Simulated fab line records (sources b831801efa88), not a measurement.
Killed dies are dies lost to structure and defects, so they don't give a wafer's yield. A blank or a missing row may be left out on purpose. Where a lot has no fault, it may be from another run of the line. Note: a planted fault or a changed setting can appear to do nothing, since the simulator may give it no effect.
fab line records | flow sky130
record lots=7 | wafers=21 | last-day=50
route steps=708 shown SONOS_TUNNEL@158 SONOS_ONO@168 PAD_OPEN@708
lots that met no fault: taken from a fault-free run of the same line
start-h: hours from the record's opening day to when the first of the lot's shown wafers began | wait-h: hours elapsed since this lot's preceding step | " as in the row above | L1.1+2: a single row standing in for several wafers | - value missing, or start not given | * or withheld: withheld | < > ~ a bound
route shown NAME@n: names a module that has steps shown in the file, with the first one's number in the route | usual: the fault-free wafers' mean and standard deviation | same: alike in all rows | chamber/n: place in a boat | sites: the reading at each site | _std_site: how widely they spread, as a standard deviation | _edge_site: outer sites' mean less inner sites' | radius-mm: for every site, how far away it sits from the centre of the wafer | mask NAME#n: copy n | behind: the last tool/chamber to shape the wafer | hold: what put the lot on hold/how long, in hours/how the hold closed | device: which transistor (n, p or np) failed to switch | end of line: the tests these same wafers got at the end of their route | where a step has no rows: the recipe by itself | killed: at the first sort, the dies lost to defects and structure; wafer yield is something else | map: the dies of a wafer, with x for killed, . for not killed, _ for no die there
set.NAME: setting as actually run; set.NAME@STEP: the setting as run at that earlier step | model.NAME: the simulator's own value behind a step, which no gauge read
a table for each step, a row for each wafer; lots at some steps of the route
## steps
# step SKY_SONOS_TUNNEL_EXPOSE_04
# recipe mask-id=TUNM | na=0.6 | source-shape=conventional | sigma-outer=0.6 | polarization=unpolarized | target-cd-nm=410 | dose-mj=136
# step SKY_SONOS_TUNNEL_PEB_05
# recipe temp-c=withheld | time-s=* | resist=NOVOLAK
# step SKY_SONOS_TUNNEL_DEVELOP_06
# recipe resist=NOVOLAK | developer=TMAH | develop-time-s=60 | dev-temp-c=23
# step SKY_SONOS_TUNNEL_CD_MEAS_07
# recipe target-cd-nm=410
# usual cd-nm=410.2/2.2
lot.wafer | tool      | chamber | start-h | wait-h | cd-nm
L478.1    | cd-sem-01 | -       | 250.71  | 0.1    | 411.7
L478.3    | "         | -       | "       | "      | 409.8
L478.6    | "         | -       | "       | "      | 410.1
L486.2    | cd-sem-02 | -       | 329.66  | 0.1    | 407.1
L486.5    | "         | -       | "       | "      | 407.8
L486.6    | "         | -       | "       | "      | 408.4
L488.2    | cd-sem-02 | -       | 351.61  | 0.1    | 407.3
L488.5    | "         | -       | "       | "      | 407.9
L488.6    | "         | -       | "       | "      | 408.5
L487.3    | cd-sem-02 | -       | 351.93  | 0.1    | 407.4
L487.4    | "         | -       | "       | "      | 410.6
L487.5    | "         | -       | "       | "      | 410.5
L498.2    | cd-sem-02 | -       | 412.96  | 0.1    | 408.4
L498.3    | "         | -       | "       | "      | 408.3
L498.5    | "         | -       | "       | "      | 410.7
L499.1    | cd-sem-02 | -       | 418.43  | 0.1    | 407.5
L499.3    | "         | -       | "       | "      | 407.3
L499.6    | "         | -       | "       | "      | 407.9
L500.4    | cd-sem-02 | -       | 432.41  | 0.1    | 410.2
L500.5    | "         | -       | "       | "      | 410.4
L500.6    | "         | -       | "       | "      | 411.3
# step SKY_SONOS_TUNNEL_OVL_MEAS_08
# usual SONOS_TUNNEL_OVL=-0.2/1.4
lot.wafer | tool       | chamber | start-h | wait-h | SONOS_TUNNEL_OVL[nm]
L478.1    | overlay-02 | -       | 250.83  | 0.1    | 1.3
L478.3    | "          | -       | "       | "      | -2.5
L478.6    | "          | -       | "       | "      | -0.9
L486.2    | overlay-02 | -       | 329.77  | 0.1    | -2.0
L486.5    | "          | -       | "       | "      | 2.2
L486.6    | "          | -       | "       | "      | -1.3
L488.2    | overlay-01 | -       | 351.72  | 0.1    | -0.7
L488.5    | "          | -       | "       | "      | 0.7
L488.6    | "          | -       | "       | "      | -0.4
L487.3    | overlay-01 | -       | 352.02  | 0.1    | -0.3
L487.4    | "          | -       | "       | "      | 0.3
L487.5    | "          | -       | "       | "      | -0.5
L498.2    | overlay-01 | -       | 413.07  | 0.1    | 0.2
L498.3    | "          | -       | "       | "      | -0.2
L498.5    | "          | -       | "       | "      | 0.7
L499.1    | overlay-02 | -       | 418.55  | 0.1    | 0.1
L499.3    | "          | -       | "       | "      | 0.8
L499.6    | "          | -       | "       | "      | -1.5
L500.4    | overlay-01 | -       | 432.49  | 0.1    | 1.9
L500.5    | "          | -       | "       | "      | 0.1
L500.6    | "          | -       | "       | "      | 0.6
# step SKY_SONOS_TUNNEL_IMPLANT_09
# recipe species=B | energy-kev=20 | dose-cm2=1e+12 | tilt-deg=withheld
# step SKY_SONOS_TUNNEL_WET_ETCH_10
# recipe chemistry=dHF | target-depth-nm=14 | target=SiO2 | dilution=100:1 | temp-c=25 | time-s=280
# step SKY_SONOS_TUNNEL_STRIP_11
# recipe chemistry=SPM | time-s=600 | temp-c=130
# step SKY_SONOS_TUNNEL_TW_MEAS_12
# usual SONOS_TUNNEL_TW=198.0/0.74
lot.wafer | tool          | chamber | start-h | wait-h | SONOS_TUNNEL_TW
L478.1    | film-metro-03 | -       | 251.27  | 0.0    | 197.9
L478.3    | "             | -       | "       | "      | 197.7
L478.6    | "             | -       | "       | "      | 196.5
L486.2    | film-metro-01 | -       | 330.30  | 0.0    | 198.5
L486.5    | "             | -       | "       | "      | 198.7
L486.6    | "             | -       | "       | "      | 199.1
L488.2    | film-metro-03 | -       | 352.17  | 0.0    | 198.0
L488.5    | "             | -       | "       | "      | 197.6
L488.6    | "             | -       | "       | "      | 198.1
L487.3    | film-metro-01 | -       | 352.48  | 0.0    | 197.6
L487.4    | "             | -       | "       | "      | 197.2
L487.5    | "             | -       | "       | "      | 197.5
L498.2    | film-metro-04 | -       | 413.53  | 0.0    | 198.7
L498.3    | "             | -       | "       | "      | 199.2
L498.5    | "             | -       | "       | "      | 199.4
L499.1    | film-metro-01 | -       | 419.02  | 0.0    | 198.0
L499.3    | "             | -       | "       | "      | 198.0
L499.6    | "             | -       | "       | "      | 198.5
L500.4    | film-metro-01 | -       | 432.95  | 0.0    | 197.2
L500.5    | "             | -       | "       | "      | 197.4
L500.6    | "             | -       | "       | "      | 197.3
# step SKY_SONOS_TUNNEL_CLEAN_13
# recipe chemistry=dHF | time-s=20 | dilution=100:1 | dry=ipa-marangoni
# step SKY_SONOS_ONO_OXIDATION_00
# recipe temp-c=807.8 | ambient=O2 | idle-temp-c=700 | ramp-up-c-per-min=10 | ramp-down-c-per-min=3 | stabilise-s=600 | purge-s=300 | target-thk-a=26 | ox-time-s=1249
# step SKY_SONOS_ONO_THK_MEAS_01
# recipe reads=SiO2_of_SONOS_ONO_OXIDATION_00
# usual SONOS_ONO_OXIDATION_THK=2.90/0.061
lot.wafer | tool          | chamber | start-h | wait-h | SONOS_ONO_OXIDATION_THK[nm]
L478.1    | film-metro-02 | -       | 253.95  | 0.0    | 2.82
L478.3    | "             | -       | "       | "      | 2.86
L478.6    | "             | -       | "       | "      | 2.95
L486.2    | film-metro-03 | -       | 333.97  | 0.0    | 3.12
L486.5    | "             | -       | "       | "      | 3.04
L486.6    | "             | -       | "       | "      | 3.06
L488.2    | film-metro-02 | -       | 353.59  | 0.0    | 2.88
L488.5    | "             | -       | "       | "      | 2.87
L488.6    | "             | -       | "       | "      | 2.84
L487.3    | film-metro-03 | -       | 354.27  | 0.0    | 2.93
L487.4    | "             | -       | "       | "      | 2.97
L487.5    | "             | -       | "       | "      | 2.92
L498.2    | film-metro-01 | -       | 415.90  | 0.0    | 2.92
L498.3    | "             | -       | "       | "      | 2.94
L498.5    | "             | -       | "       | "      | 2.90
L499.1    | film-metro-01 | -       | 420.44  | 0.0    | 2.94
L499.3    | "             | -       | "       | "      | 2.92
L499.6    | "             | -       | "       | "      | 3.00
L500.4    | film-metro-03 | -       | 434.37  | 0.0    | 2.91
L500.5    | "             | -       | "       | "      | 2.88
L500.6    | "             | -       | "       | "      | 2.94
# step SKY_SONOS_ONO_CVD_02
# recipe material=Si3N4 | precursor=DCS/NH3 | target-thk-nm=10.5 | temp-c=770 | time-s=180 | pressure-mtorr=250
# usual spike-tc-centre-C=771.8/1 | zone-power-centre-pct=12.35/0.23 | zone-power-lower-pct=11.83/0.21 | zone-power-upper-pct=12.26/0.13
lot.wafer | tool     | chamber | start-h | wait-h | spike-tc-centre-C | zone-power-centre-pct | zone-power-lower-pct | zone-power-upper-pct | model.Si3N4_of_SONOS_ONO_CVD_02.thk-nm
L478.1    | lpcvd-02 | 0       | 254.96  | 1.0    | 772.2             | 12.51                 | 11.63                | 12.39                | 10.33
L478.3    | "        | 0       | "       | "      | 771.0             | 12.59                 | 11.80                | 12.32                | 10.26
L478.6    | "        | 0       | "       | "      | 773.5             | 12.47                 | 11.73                | 12.18                | 10.16
L486.2    | lpcvd-02 | 0       | 335.29  | 1.3    | 785.0             | 15.80                 | 10.34                | 10.63                | 10.97
L486.5    | "        | 0       | "       | "      | 784.9             | 15.48                 | 10.19                | 10.77                | 10.5
L486.6    | "        | 0       | "       | "      | 785.0             | 15.48                 | 10.13                | 10.63                | 10.54
L487.3    | lpcvd-02 | 0       | 354.97  | 0.7    | 784.9             | 15.39                 | 10.06                | 10.50                | 11.15
L487.4    | "        | 0       | "       | "      | 785.6             | 15.73                 | 10.35                | 10.45                | 10.9
L487.5    | "        | 0       | "       | "      | 784.9             | 15.96                 | 10.17                | 10.75                | 11.02
L488.2    | lpcvd-02 | 1       | 354.97  | 1.4    | 784.6             | 15.22                 | 10.48                | 10.65                | 11.57
L488.5    | "        | 1       | "       | "      | 784.3             | 15.10                 | 10.47                | 10.41                | 11.69
L488.6    | "        | 1       | "       | "      | 784.9             | 14.97                 | 10.49                | 10.57                | 11.49
L498.2    | lpcvd-02 | 0       | 415.95  | 0.0    | 769.7             | 12.42                 | 11.76                | 12.39                | 10.64
L498.3    | "        | 0       | "       | "      | 772.9             | 12.38                 | 11.72                | 12.10                | 10.58
L498.5    | "        | 0       | "       | "      | 771.0             | 12.59                 | 11.60                | 12.26                | 10.53
L499.1    | lpcvd-02 | 0       | 420.50  | 0.1    | 772.8             | 12.42                 | 11.68                | 12.40                | 10.6
L499.3    | "        | 0       | "       | "      | 773.9             | 12.32                 | 11.79                | 12.29                | 10.6
L499.6    | "        | 0       | "       | "      | 774.3             | 12.55                 | 11.66                | 12.31                | 10.67
L500.4    | lpcvd-02 | 1       | 436.36  | 2.0    | 771.2             | 12.13                 | 11.94                | 12.21                | 10.49
L500.5    | "        | 1       | "       | "      | 773.0             | 12.13                 | 12.01                | 12.35                | 10.63
L500.6    | "        | 1       | "       | "      | 771.8             | 11.93                 | 12.22                | 12.44                | 10.63
# step SKY_SONOS_ONO_THK_MEAS_03
# recipe reads=Si3N4_of_SONOS_ONO_CVD_02
# usual SONOS_ONO_CVD_02_THK=10.49/0.13
lot.wafer | tool          | chamber | start-h | wait-h | hold                     | SONOS_ONO_CVD_02_THK[nm]
L478.1    | film-metro-01 | -       | 256.01  | 0.0    | -                        | 10.36
L478.3    | "             | -       | "       | "      | -                        | 10.27
L478.6    | "             | -       | "       | "      | -                        | 10.16
L486.2    | film-metro-01 | -       | 336.35  | 0.0    | await-dispo/0.2h/release | 10.97
L486.5    | "             | -       | "       | "      | await-dispo/0.2h/release | 10.48
L486.6    | "             | -       | "       | "      | await-dispo/0.2h/release | 10.54
L486.2    | film-metro-01 | -       | 336.58  | 0.2    | -                        | 10.97
L486.5    | "             | -       | "       | "      | -                        | 10.49
L486.6    | "             | -       | "       | "      | -                        | 10.49
L488.2    | film-metro-02 | -       | 356.06  | 0.0    | await-dispo/0.2h/release | 11.53
L488.5    | "             | -       | "       | "      | await-dispo/0.2h/release | 11.65
L488.6    | "             | -       | "       | "      | await-dispo/0.2h/release | 11.56
L488.2    | film-metro-02 | -       | 356.30  | 0.2    | -                        | 11.57
L488.5    | "             | -       | "       | "      | -                        | 11.68
L488.6    | "             | -       | "       | "      | -                        | 11.51
L487.3    | film-metro-02 | -       | 356.13  | 0.1    | await-dispo/0.2h/release | 11.14
L487.4    | "             | -       | "       | "      | await-dispo/0.2h/release | 10.85
L487.5    | "             | -       | "       | "      | await-dispo/0.2h/release | 11.00
L487.3    | film-metro-02 | -       | 356.37  | 0.2    | -                        | 11.17
L487.4    | "             | -       | "       | "      | -                        | 10.91
L487.5    | "             | -       | "       | "      | -                        | 11.00
L498.2    | film-metro-03 | -       | 417.01  | 0.0    | -                        | 10.65
L498.3    | "             | -       | "       | "      | -                        | 10.58
L498.5    | "             | -       | "       | "      | -                        | 10.48
L499.1    | film-metro-02 | -       | 421.55  | 0.0    | -                        | 10.57
L499.3    | "             | -       | "       | "      | -                        | 10.60
L499.6    | "             | -       | "       | "      | -                        | 10.69
L500.4    | film-metro-01 | -       | 437.44  | 0.0    | -                        | 10.48
L500.5    | "             | -       | "       | "      | -                        | 10.64
L500.6    | "             | -       | "       | "      | -                        | 10.63
# step SKY_PAD_OPEN_PROBE_99
lot.wafer | tool      | chamber | start-h | wait-h | model.etest.sonos-erased.drive-ua-um | model.etest.cap-ono.gate-log10-a-cm2 | model.etest.cap-ono.gate-bv-v | model.etest.cap-ono.tox-acc-nm | model.etest.sonos-programmed.off-log10-a-um | model.etest.sonos-programmed.vt-v | model.etest.sonos-erased.vt-v | model.etest.sonos-baked.vt-v
L478.1    | prober-02 | -       | 1073.85 | 0.1    | 189.3                                | -8.123                               | 16.71                         | 13.05                          | -13.93                                      | 1.46                              | -2.238                        | 1.052
L478.3    | prober-02 | -       | 1073.95 | 0.2    | 178.7                                | -7.982                               | 16.36                         | 12.91                          | -13.96                                      | 1.529                             | -2.24                         | 1.064
L478.6    | prober-02 | -       | 1074.10 | 0.2    | 190.3                                | -8.018                               | 16.65                         | 13                             | -13.76                                      | 1.504                             | -2.24                         | 0.9884
L486.2    | prober-02 | -       | 1136.35 | 0.1    | 130                                  | -8.74                                | 16.94                         | 13.49                          | -13.88                                      | 1.296                             | -1.84                         | 0.9135
L486.5    | prober-02 | -       | 1136.50 | 0.2    | 163.7                                | -8.435                               | 16.71                         | 13.33                          | -13.84                                      | 1.393                             | -2.002                        | 0.9509
L486.6    | prober-02 | -       | 1136.55 | 0.2    | 176.7                                | -8.505                               | 16.43                         | 13.3                           | -13.82                                      | 1.335                             | -2.034                        | 0.9304
L487.3    | prober-01 | -       | 1150.71 | 0.2    | 144.1                                | -8.937                               | 17.15                         | 13.6                           | -13.98                                      | 1.175                             | -1.902                        | 0.8044
L487.4    | prober-01 | -       | 1150.76 | 0.2    | 141.7                                | -8.673                               | 16.8                          | 13.52                          | -13.97                                      | 1.205                             | -1.932                        | 0.8715
L487.5    | prober-01 | -       | 1150.81 | 0.2    | 152.5                                | -8.709                               | 17.35                         | 13.46                          | -13.95                                      | 1.252                             | -1.986                        | 0.9006
L488.2    | prober-02 | -       | 1152.62 | 0.1    | 126.9                                | -9.1                                 | 17.49                         | 13.78                          | -13.43                                      | 1.012                             | -1.802                        | 0.7227
L488.5    | prober-02 | -       | 1152.77 | 0.2    | 137.2                                | -9.208                               | 17.66                         | 13.85                          | -12.54                                      | 0.9338                            | -1.781                        | 0.6273
L488.6    | prober-02 | -       | 1152.82 | 0.2    | 130.5                                | -9.079                               | 17.28                         | 13.82                          | -13.53                                      | 1.043                             | -1.791                        | 0.7173
L498.2    | prober-01 | -       | 1186.70 | 0.1    | 161.4                                | -8.53                                | 16.76                         | 13.42                          | -14.01                                      | 1.269                             | -2.035                        | 0.8955
L498.3    | prober-01 | -       | 1186.75 | 0.2    | 179.4                                | -8.367                               | 17.02                         | 13.28                          | -14.05                                      | 1.372                             | -2.143                        | 0.9394
L498.5    | prober-01 | -       | 1186.85 | 0.2    | 176.2                                | -8.436                               | 16.24                         | 13.22                          | -13.86                                      | 1.309                             | -2.131                        | 0.9113
L499.1    | prober-02 | -       | 1188.30 | 0.1    | 149.3                                | -8.565                               | 16.97                         | 13.39                          | -13.94                                      | 1.297                             | -2.002                        | 0.9017
L499.3    | prober-02 | -       | 1188.40 | 0.2    | 190.7                                | -8.459                               | 17.05                         | 13.37                          | -13.83                                      | 1.341                             | -2.103                        | 0.9165
L499.6    | prober-02 | -       | 1188.55 | 0.2    | 161.8                                | -8.714                               | 16.96                         | 13.49                          | -14.07                                      | 1.246                             | -1.97                         | 0.8669
L500.4    | prober-01 | -       | 1194.95 | 0.2    | 156.4                                | -8.69                                | 16.82                         | 13.43                          | -13.88                                      | 1.276                             | -1.999                        | 0.8902
L500.5    | prober-01 | -       | 1195.00 | 0.2    | 142.2                                | -8.604                               | 16.69                         | 13.4                           | -13.97                                      | 1.324                             | -2.002                        | 0.8684
L500.6    | prober-01 | -       | 1195.05 | 0.2    | 171.9                                | -8.736                               | 17.25                         | 13.51                          | -13.89                                      | 1.302                             | -2                            | 0.9054
# killed by level:class
L478.1 VIA1:geometric-particle:open=13 CONTACT:geometric-particle:open=8 FIELD_ISO:geometric-particle:open=6 LI_CONTACT:geometric-particle:open=6 METAL2:geometric-particle:short=6 VIA2:geometric-particle:open=6 POLY_GATE:geometric-particle:open=5 POLY_GATE:geometric-particle:short=4
L478.3 CONTACT:geometric-particle:open=10 VIA3:geometric-particle:open=9 LI_CONTACT:geometric-particle:open=6 LOCAL_INTERCONNECT:geometric-particle:short=6 VIA2:geometric-particle:open=6 VIA3:geometric-particle:short=6 METAL1:geometric-particle:short=5 FIELD_ISO:geometric-particle:short=4
L478.6 CONTACT:geometric-particle:open=13 VIA2:geometric-particle:open=11 FIELD_ISO:geometric-particle:short=7 VIA3:geometric-particle:short=6 VIA1:geometric-particle:open=6 METAL2:geometric-particle:short=5 LI_CONTACT:geometric-particle:open=5 CONTACT:geometric-particle:short=5
L486.2 CONTACT:geometric-particle:open=11 VIA1:geometric-particle:open=9 LI_CONTACT:geometric-particle:open=7 FIELD_ISO:geometric-particle:open=6 METAL2:geometric-particle:short=6 METAL1:geometric-particle:short=6 VIA3:geometric-particle:open=6 POLY_GATE:geometric-particle:short=5
L486.5 VIA1:geometric-particle:open=10 METAL2:geometric-particle:short=8 METAL1:geometric-particle:short=7 VIA2:geometric-particle:open=7 VIA1:geometric-particle:short=6 FIELD_ISO:geometric-particle:open=5 CONTACT:geometric-particle:short=5 LOCAL_INTERCONNECT:geometric-particle:short=5
L486.6 VIA1:geometric-particle:open=9 CONTACT:geometric-particle:short=8 METAL2:geometric-particle:short=8 VIA2:geometric-particle:open=7 CONTACT:geometric-particle:open=6 VIA3:geometric-particle:open=6 FIELD_ISO:geometric-particle:short=5 POLY_GATE:geometric-particle:open=5
L487.3 VIA1:geometric-particle:open=11 CONTACT:geometric-particle:open=7 LOCAL_INTERCONNECT:geometric-particle:short=6 VIA2:geometric-particle:open=5 FIELD_ISO:geometric-particle:short=4 POLY_GATE:geometric-particle:open=4 LI_CONTACT:geometric-particle:open=4 VIA1:geometric-particle:short=4
L487.4 VIA1:geometric-particle:open=16 CONTACT:geometric-particle:open=10 VIA2:geometric-particle:open=9 VIA3:geometric-particle:open=7 VIA2:geometric-particle:short=6 LI_CONTACT:geometric-particle:open=5 LI_CONTACT:geometric-particle:short=4 VIA1:geometric-particle:short=4
L487.5 VIA1:geometric-particle:open=19 CONTACT:geometric-particle:open=8 VIA3:geometric-particle:open=7 LI_CONTACT:geometric-particle:open=7 VIA1:geometric-particle:short=7 FIELD_ISO:geometric-particle:open=6 METAL2:geometric-particle:short=6 POLY_GATE:geometric-particle:open=4
L498.2 VIA1:geometric-particle:open=13 LI_CONTACT:geometric-particle:open=10 CONTACT:geometric-particle:open=8 FIELD_ISO:geometric-particle:short=7 CONTACT:geometric-particle:short=5 FIELD_ISO:geometric-particle:open=4 VIA2:geometric-particle:open=4 METAL1:geometric-particle:short=4
L498.3 VIA1:geometric-particle:open=11 LI_CONTACT:geometric-particle:open=9 METAL1:geometric-particle:short=9 CONTACT:geometric-particle:open=8 LOCAL_INTERCONNECT:geometric-particle:short=6 FIELD_ISO:geometric-particle:short=5 FIELD_ISO:geometric-particle:open=5 VIA3:geometric-particle:open=5
L498.5 CONTACT:geometric-particle:short=7 CONTACT:geometric-particle:open=7 METAL1:geometric-particle:short=7 VIA1:geometric-particle:open=6 LI_CONTACT:geometric-particle:open=5 VIA3:geometric-particle:open=5 METAL2:geometric-particle:short=5 FIELD_ISO:geometric-particle:short=4
L499.1 CONTACT:geometric-particle:open=12 VIA1:geometric-particle:open=10 LI_CONTACT:geometric-particle:open=9 METAL2:geometric-particle:short=7 VIA2:geometric-particle:open=7 METAL1:geometric-particle:short=6 FIELD_ISO:geometric-particle:short=4 CONTACT:geometric-particle:short=4
L499.3 CONTACT:geometric-particle:open=12 LI_CONTACT:geometric-particle:open=9 VIA1:geometric-particle:open=8 METAL2:geometric-particle:short=8 LI_CONTACT:geometric-particle:short=6 FIELD_ISO:geometric-particle:short=4 CONTACT:geometric-particle:short=4 VIA1:geometric-particle:short=4
L499.6 LI_CONTACT:geometric-particle:open=10 VIA1:geometric-particle:short=8 CONTACT:geometric-particle:open=7 VIA1:geometric-particle:open=7 VIA2:geometric-particle:open=7 POLY_GATE:geometric-particle:open=5 POLY_GATE:geometric-particle:short=5 CONTACT:geometric-particle:short=5
L500.4 CONTACT:geometric-particle:short=9 CONTACT:geometric-particle:open=8 LI_CONTACT:geometric-particle:open=7 VIA1:geometric-particle:open=7 VIA3:geometric-particle:open=6 LOCAL_INTERCONNECT:geometric-particle:short=5 METAL1:geometric-particle:short=5 FIELD_ISO:geometric-particle:short=4
L500.5 VIA1:geometric-particle:open=16 CONTACT:geometric-particle:short=9 LI_CONTACT:geometric-particle:open=7 CONTACT:geometric-particle:open=7 METAL1:geometric-particle:short=7 VIA3:geometric-particle:open=7 FIELD_ISO:geometric-particle:open=5 VIA1:geometric-particle:short=5
L500.6 CONTACT:geometric-particle:open=11 FIELD_ISO:geometric-particle:open=9 CONTACT:geometric-particle:short=8 VIA2:geometric-particle:open=8 VIA1:geometric-particle:open=7 METAL1:geometric-particle:short=6 VIA3:geometric-particle:open=5 VIA1:geometric-particle:short=4
## key
first-sign step=SKY_SONOS_ONO_CVD_02 | reading=zone-power-centre-pct | direction=up | sigmas=14 | usual=12.35 | struck=15.46
effect step=SKY_SONOS_ONO_CVD_02 | reading=spike-tc-centre-C | direction=up | sigmas=13 | usual=771.8 | struck=784.9
effect step=SKY_SONOS_ONO_THK_MEAS_03 | reading=visit | direction=added
model-effect step=SKY_SONOS_ONO_CVD_02 | value=Si3N4_of_SONOS_ONO_CVD_02.thk-nm | without=10.5 | struck=11.09
model-effect step=SKY_PAD_OPEN_PROBE_99 | value=etest.sonos-erased.drive-ua-um | without=162.6 | struck=144.8
met-at SKY_SONOS_ONO_CVD_02
struck-wafers L486.2,L486.5,L486.6,L487.3,L487.4,L487.5,L488.2,L488.5,L488.6
sort-left-out L488.2,L488.5,L488.6
tester-left-out L486,L487,L488
onset-between 254.96 335.29
fault kind=process-parameter-drift | tool=lpcvd-02 | chamber=- | onset-h=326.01 | steps=SKY_SONOS_ONO_CVD_02 | channel=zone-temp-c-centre | offset=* | shape=step | end-h=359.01
# tester-left-out: of these lots the tester's yield and bins aren't shown, on N5 and GAA mostly nor the transistor test; their killed dies are dies lost to structure and defects alone, not to doping, threshold or leakage, so they don't give the yield
# sort-left-out: the simulated sort isn't trusted on such a fault, so these wafers' sort isn't shown, and their yield isn't known
